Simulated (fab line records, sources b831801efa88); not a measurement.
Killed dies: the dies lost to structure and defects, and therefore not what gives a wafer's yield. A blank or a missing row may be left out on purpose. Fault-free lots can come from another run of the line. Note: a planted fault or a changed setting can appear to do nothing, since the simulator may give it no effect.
Which of the tools did it? :: flow gf180mcu :: 13 lots, 39 wafers sampled, at 5 steps of a route of 602

== WHAT EACH GAUGE READ, for each wafer ==
GF_V1_BOW_MEAS_05.
lot: L400
measured: day 17 04:51
on: filmMetro-04
V1_BOW (um): 86 86 84

lot: L401
measured: day 17 09:17
on: filmMetro-01
V1_BOW (um): 83 85 91

lot: L402
measured: day 17 18:39
on: filmMetro-01
V1_BOW (um): 91 93 80

lot: L403
measured: day 18 07:56
on: filmMetro-04
V1_BOW (um): 73 78 80

lot: L404
measured: day 18 08:47
on: filmMetro-04
V1_BOW (um): 83 95 81

lot: L405
measured: day 18 21:37
on: filmMetro-01
V1_BOW (um): 84 76 95

lot: L406
measured: day 19 07:52
on: filmMetro-01
V1_BOW (um): 85 71 77

lot: L412
measured: day 22 03:41
on: filmMetro-01
V1_BOW (um): 73 70 74

lot: L413
measured: day 22 09:07
on: filmMetro-03
V1_BOW (um): 91 71 87

lot: L418
measured: day 23 17:29
on: filmMetro-03
V1_BOW (um): 79 73 84

lot: L419
measured: day 23 23:35
on: filmMetro-03
V1_BOW (um): 78 60 85

lot: L421
measured: day 24 12:20
on: filmMetro-04
V1_BOW (um): 86 96 70

lot: L422
measured: day 24 18:55
on: filmMetro-04
V1_BOW (um): 84 79 83

GF_V2_THK_MEAS_03.
lot: L400
measured: day 19 06:01
on: filmMetro-01
V2_CVD_02_THK (nm): 850 867 860

lot: L401
measured: day 19 11:23
on: filmMetro-01
V2_CVD_02_THK (nm): 846 856 858

lot: L402
measured: day 19 18:55
on: filmMetro-04
V2_CVD_02_THK (nm): 838 850 849

lot: L403
measured: day 20 09:29
on: filmMetro-02
V2_CVD_02_THK (nm): 857 863 862

lot: L404
measured: day 20 11:19
on: filmMetro-01
V2_CVD_02_THK (nm): 840 841 861

lot: L405
measured: day 21 00:03
on: filmMetro-02
V2_CVD_02_THK (nm): 839 862 854

lot: L406
measured: day 21 10:02
on: filmMetro-01
V2_CVD_02_THK (nm): 847 846 866

lot: L412
measured: day 24 03:56
on: filmMetro-02
V2_CVD_02_THK (nm): 635 851 647 634 851 648

lot: L413
measured: day 24 08:13
on: filmMetro-02
V2_CVD_02_THK (nm): 655 865 863 655 866 864

lot: L418
measured: day 25 16:13
on: filmMetro-04
V2_CVD_02_THK (nm): 858 857 872

lot: L419
measured: day 25 21:46
on: filmMetro-02
V2_CVD_02_THK (nm): 841 849 846

lot: L421
measured: day 26 09:25
on: filmMetro-02
V2_CVD_02_THK (nm): 855 834 868

lot: L422
measured: day 26 16:14
on: filmMetro-04
V2_CVD_02_THK (nm): 849 874 869

== TOOL THAT RAN EACH LOT (tool first, then ch and the chambers of the sampled wafers, then the start) ==
lot: L400
GF_M1_STRIP_17: plasmaAsher-01 ch 0,1, day 17 03:42
GF_V1_STRIP_18: plasmaAsher-03 ch 0,1, day 18 04:45
GF_V2_CVD_02: pecvd-01 ch 0,2, day 19 05:56

lot: L401
GF_M1_STRIP_17: plasmaAsher-01 ch 0,1, day 17 08:05
GF_V1_STRIP_18: plasmaAsher-03 ch 0,1, day 18 09:18
GF_V2_CVD_02: pecvd-01 ch 0,2, day 19 11:19

lot: L402
GF_M1_STRIP_17: plasmaAsher-02 ch 0,1, day 17 17:33
GF_V1_STRIP_18: plasmaAsher-01 ch 0,1, day 18 17:21
GF_V2_CVD_02: pecvd-03 ch 0,2, day 19 18:49

lot: L403
GF_M1_STRIP_17: plasmaAsher-04 ch 0, day 18 06:48
GF_V1_STRIP_18: plasmaAsher-02 ch 0,1, day 19 07:24
GF_V2_CVD_02: pecvd-01 ch 0,1, day 20 09:24

lot: L404
GF_M1_STRIP_17: plasmaAsher-02 ch 0,1, day 18 07:41
GF_V1_STRIP_18: plasmaAsher-01 ch 0,1, day 19 08:33
GF_V2_CVD_02: pecvd-02 ch 0,1, day 20 11:13

lot: L405
GF_M1_STRIP_17: plasmaAsher-04 ch 0,1, day 18 20:08
GF_V1_STRIP_18: plasmaAsher-02 ch 0,1, day 19 21:53
GF_V2_CVD_02: pecvd-02 ch 0,1, day 20 23:58

lot: L406
GF_M1_STRIP_17: plasmaAsher-02 ch 0,1, day 19 06:44
GF_V1_STRIP_18: plasmaAsher-03 ch 0,1, day 20 07:45
GF_V2_CVD_02: pecvd-01 ch 0,1, day 21 09:58

lot: L412
GF_M1_STRIP_17: plasmaAsher-02 ch 0,1, day 22 02:33
GF_V1_STRIP_18: plasmaAsher-01 ch 0,1, day 23 02:44
GF_V2_CVD_02: pecvd-02 ch 0,1,2, day 24 03:52

lot: L413
GF_M1_STRIP_17: plasmaAsher-04 ch 0,1, day 22 07:56
GF_V1_STRIP_18: plasmaAsher-01 ch 0,1, day 23 07:48
GF_V2_CVD_02: pecvd-02 ch 0,2, day 24 08:08

lot: L418
GF_M1_STRIP_17: plasmaAsher-01 ch 0,1, day 23 16:24
GF_V1_STRIP_18: plasmaAsher-01 ch 0,1, day 24 16:24
GF_V2_CVD_02: pecvd-01 ch 0,1, day 25 16:08

lot: L419
GF_M1_STRIP_17: plasmaAsher-01 ch 0,1, day 23 22:30
GF_V1_STRIP_18: plasmaAsher-02 ch 0,1, day 24 22:23
GF_V2_CVD_02: pecvd-03 ch 0,1,2, day 25 21:42

lot: L421
GF_M1_STRIP_17: plasmaAsher-02 ch 0,1, day 24 11:12
GF_V1_STRIP_18: plasmaAsher-03 ch 0,1, day 25 10:13
GF_V2_CVD_02: pecvd-01 ch 0,1, day 26 09:20

lot: L422
GF_M1_STRIP_17: plasmaAsher-04 ch 0,1, day 24 17:47
GF_V1_STRIP_18: plasmaAsher-01 ch 0,1, day 25 16:49
GF_V2_CVD_02: pecvd-01 ch 0,1, day 26 16:09
- GF_M1_STRIP_17: strips in O2/N2.
- GF_V1_STRIP_18: strips in O2/N2.
- GF_V2_CVD_02: deposits SiO2 from TEOS, target thk 850 nm, time 94.851 s.

== WHAT THE TOOLS THEMSELVES READ (means of the sampled wafers that have a number; where no wafer has one, the mark that the record gives instead) ==
GF_M1_STRIP_17.
lot: L400
tool: plasmaAsher-01
drypumpMotorCurrentA (A): 6.2
heaterPowerW (W): 318
o2FlowSccm (sccm): 2995
oesProductAu (a.u.): 0.537
stripTimeToEndpointS (s): 7.44

lot: L401
tool: plasmaAsher-01
drypumpMotorCurrentA (A): 6.2
heaterPowerW (W): 315
o2FlowSccm (sccm): 3016
oesProductAu (a.u.): 0.537
stripTimeToEndpointS (s): 7.39

lot: L402
tool: plasmaAsher-02
drypumpMotorCurrentA (A): 5.8
heaterPowerW (W): 322
o2FlowSccm (sccm): 3000
oesProductAu (a.u.): 0.535
stripTimeToEndpointS (s): 7.41

lot: L403
tool: plasmaAsher-04
drypumpMotorCurrentA (A): 5.9
heaterPowerW (W): 282
o2FlowSccm (sccm): 2992
oesProductAu (a.u.): 0.542
stripTimeToEndpointS (s): 7.38

lot: L404
tool: plasmaAsher-02
drypumpMotorCurrentA (A): 5.7
heaterPowerW (W): 325
o2FlowSccm (sccm): 2996
oesProductAu (a.u.): 0.542
stripTimeToEndpointS (s): 7.41

lot: L405
tool: plasmaAsher-04
drypumpMotorCurrentA (A): 6.0
heaterPowerW (W): 283
o2FlowSccm (sccm): 2994
oesProductAu (a.u.): 0.532
stripTimeToEndpointS (s): 7.35

lot: L406
tool: plasmaAsher-02
drypumpMotorCurrentA (A): 5.8
heaterPowerW (W): 316
o2FlowSccm (sccm): 2996
oesProductAu (a.u.): 0.542
stripTimeToEndpointS (s): 7.40

lot: L412
tool: plasmaAsher-02
drypumpMotorCurrentA (A): 5.8
heaterPowerW (W): 316
o2FlowSccm (sccm): 2995
oesProductAu (a.u.): 0.539
stripTimeToEndpointS (s): 7.37

lot: L413
tool: plasmaAsher-04
drypumpMotorCurrentA (A): 6.1
heaterPowerW (W): 272
o2FlowSccm (sccm): 3007
oesProductAu (a.u.): 0.533
stripTimeToEndpointS (s): 7.38

lot: L418
tool: plasmaAsher-01
drypumpMotorCurrentA (A): 6.2
heaterPowerW (W): 315
o2FlowSccm (sccm): 2989
oesProductAu (a.u.): 0.534
stripTimeToEndpointS (s): 7.38

lot: L419
tool: plasmaAsher-01
drypumpMotorCurrentA (A): 6.2
heaterPowerW (W): 316
o2FlowSccm (sccm): 3012
oesProductAu (a.u.): 0.538
stripTimeToEndpointS (s): 7.35

lot: L421
tool: plasmaAsher-02
drypumpMotorCurrentA (A): 6.0
heaterPowerW (W): 310
o2FlowSccm (sccm): 3000
oesProductAu (a.u.): 0.539
stripTimeToEndpointS (s): 7.42

lot: L422
tool: plasmaAsher-04
drypumpMotorCurrentA (A): 6.0
heaterPowerW (W): 279
o2FlowSccm (sccm): 3002
oesProductAu (a.u.): 0.535
stripTimeToEndpointS (s): 7.28

GF_V1_STRIP_18.
lot: L400
tool: plasmaAsher-03
drypumpMotorCurrentA (A): 6.13
heaterPowerW (W): 353
o2FlowSccm (sccm): 2999
oesProductAu (a.u.): 0.592

lot: L401
tool: plasmaAsher-03
drypumpMotorCurrentA (A): 6.11
heaterPowerW (W): 345
o2FlowSccm (sccm): 3002
oesProductAu (a.u.): 0.592

lot: L402
tool: plasmaAsher-01
drypumpMotorCurrentA (A): 6.18
heaterPowerW (W): 315
o2FlowSccm (sccm): 3009
oesProductAu (a.u.): 0.588

lot: L403
tool: plasmaAsher-02
drypumpMotorCurrentA (A): 5.76
heaterPowerW (W): 314
o2FlowSccm (sccm): 2997
oesProductAu (a.u.): 0.590

lot: L404
tool: plasmaAsher-01
drypumpMotorCurrentA (A): 6.34
heaterPowerW (W): 320
o2FlowSccm (sccm): 3001
oesProductAu (a.u.): 0.590

lot: L405
tool: plasmaAsher-02
drypumpMotorCurrentA (A): 5.77
heaterPowerW (W): 313
o2FlowSccm (sccm): 3001
oesProductAu (a.u.): 0.593

lot: L406
tool: plasmaAsher-03
drypumpMotorCurrentA (A): 6.14
heaterPowerW (W): 346
o2FlowSccm (sccm): 2997
oesProductAu (a.u.): 0.586

lot: L412
tool: plasmaAsher-01
drypumpMotorCurrentA (A): 6.36
heaterPowerW (W): 320
o2FlowSccm (sccm): 2991
oesProductAu (a.u.): 0.596

lot: L413
tool: plasmaAsher-01
drypumpMotorCurrentA (A): 6.20
heaterPowerW (W): 314
o2FlowSccm (sccm): 3003
oesProductAu (a.u.): 0.590

lot: L418
tool: plasmaAsher-01
drypumpMotorCurrentA (A): 6.34
heaterPowerW (W): 314
o2FlowSccm (sccm): 3001
oesProductAu (a.u.): 0.596

lot: L419
tool: plasmaAsher-02
drypumpMotorCurrentA (A): 5.72
heaterPowerW (W): 312
o2FlowSccm (sccm): 3008
oesProductAu (a.u.): 0.590

lot: L421
tool: plasmaAsher-03
drypumpMotorCurrentA (A): 6.12
heaterPowerW (W): 346
o2FlowSccm (sccm): 3003
oesProductAu (a.u.): 0.594

lot: L422
tool: plasmaAsher-01
drypumpMotorCurrentA (A): 6.20
heaterPowerW (W): 318
o2FlowSccm (sccm): 2997
oesProductAu (a.u.): 0.588

GF_V2_CVD_02.
lot: L400
tool: pecvd-01
heaterPowerW (W): 587

lot: L401
tool: pecvd-01
heaterPowerW (W): 618

lot: L402
tool: pecvd-03
heaterPowerW (W): 631

lot: L403
tool: pecvd-01
heaterPowerW (W): 608

lot: L404
tool: pecvd-02
heaterPowerW (W): 777

lot: L405
tool: pecvd-02
heaterPowerW (W): 732

lot: L406
tool: pecvd-01
heaterPowerW (W): 533

lot: L412
tool: pecvd-02
heaterPowerW (W): 669

lot: L413
tool: pecvd-02
heaterPowerW (W): 665

lot: L418
tool: pecvd-01
heaterPowerW (W): 531

lot: L419
tool: pecvd-03
heaterPowerW (W): 580

lot: L421
tool: pecvd-01
heaterPowerW (W): 582

lot: L422
tool: pecvd-01
heaterPowerW (W): 587

== THE ANSWER, worked out from the rows above alone ==
Rule: the usual values come from the lots themselves. The widest of any qualifying gaps counts: lots, ordered by their means at a reading, are off when they make up no more than a third of the lots, leave a main group of 4 or more, and stand apart from it by 3 or more times the standard deviation of that group's means. A main group is skipped when, at the precision printed for the reading in the tables above, its means are all equal. A lot without any number at a reading at which 4 lots or more have one is off too. Where the step has rows for the other lots, those lots are counted as sound. First the gauges in route order, then the tools' own readings, where a lot's mean is used as printed above. The first step at which some lot is off is used, and at that step the reading that is off furthest; a lot without a number counts as furthest.
Off: L412, L413, seen at GF_V2_THK_MEAS_03 (V2_CVD_02_THK). Mean 854 nm and standard deviation 6.3 in the main group.
A tool fits if, at a process step before that reading, it ran every lot that is off, and no sound lot after the first of them. The gauges at GF_V2_THK_MEAS_03 are tried like those tools. One fits: pecvd-02 at GF_V2_CVD_02. A fault onset in the window from L405 (day 20 23:58, its last sound lot) to L412 (day 24 03:52, its first lot off) fits.

== WHAT THE SIMULATOR HAD INSERTED ==
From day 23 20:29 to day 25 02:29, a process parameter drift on pecvd-02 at GF_V2_CVD_02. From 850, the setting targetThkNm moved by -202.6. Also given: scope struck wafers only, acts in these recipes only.
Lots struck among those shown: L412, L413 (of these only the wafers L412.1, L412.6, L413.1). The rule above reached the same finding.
